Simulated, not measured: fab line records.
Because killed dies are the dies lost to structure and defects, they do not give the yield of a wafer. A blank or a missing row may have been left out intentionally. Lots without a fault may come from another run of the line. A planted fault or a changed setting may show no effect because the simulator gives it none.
Chamber matching -- flow sky130 -- SKY_VIA2_CMP_24 on cmp-02 has 4 sister chambers
The step polishes, stops on SiO2, t overpolish 20 s, target thk 0 nm. 16 wafers are shown with their chamber, then 8 later ones without.

== WAFERS, EACH WITH ITS CHAMBER ==
wafer,chamber,motor current A (A),overpolish run s (s),time to endpoint s (s)
L557.4,2,12.6,19.998,95
L557.5,0,9.8,19.997,98
L557.6,3,10.8,19.999,94
L559.1,0,9.7,20.002,101
L559.2,1,12.9,20.002,100
L559.5,2,12.6,19.990,101
L561.2,1,12.9,20.015,101
L561.3,0,9.1,19.988,103
L561.6,3,11.3,19.984,102
L562.1,0,9.2,20.006,99
L562.3,2,13.1,19.999,99
L562.6,0,9.2,19.988,100
L564.4,3,10.4,19.992,99
L564.5,1,13.1,20.000,99
L564.6,2,12.8,19.999,98
L573.1,2,12.7,20.003,96

SIGNATURES (means of the wafers above)
reading,chamber 0,chamber 1,chamber 2,chamber 3,scatter within a chamber
motor current A,9.400,12.967,12.760,10.833,0.292
overpolish run s,19.99620,20.00567,19.99780,19.99167,0.00708
time to endpoint s,100.20,100.00,97.80,98.33,2.45
Rule: a wafer's distance from a chamber is the root of the sum, over the readings, of the square of ((its reading less the chamber's mean) divided by the reading's scatter). If the next closest chamber is less than 2 further off than the closest, the wafer can't be placed; otherwise it belongs to the closest. How the scatter is found: for the shown wafers, subtract from each reading the mean of its chamber, square and add these, divide the total by (wafers less chambers), then take the root.

== WAFERS WITH NO CHAMBER GIVEN ==
wafer,motor current A (A),overpolish run s (s),time to endpoint s (s)
L573.4,11.4,19.994,102
L573.5,12.5,19.977,102
L575.1,9.8,20.000,104
L575.4,12.7,19.987,100
L575.6,12.9,19.995,98
L577.1,11.1,20.011,101
L577.3,12.4,19.995,101
L577.6,10.5,20.010,100

== WHICH CHAMBER EACH WENT THROUGH ==
wafer,from the rows above,in truth
L573.4,3,3
L573.5,can't be placed: 2 or 1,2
L575.1,0,0
L575.4,can't be placed: 2 or 1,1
L575.6,can't be placed: 2 or 1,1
L577.1,3,3
L577.3,can't be placed: 2 or 1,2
L577.6,can't be placed: 3 or 0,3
Placed correctly: 3 of 8. These rows do not allow placing 5 (true chamber among the candidates in 5). Wrongly placed: 0.
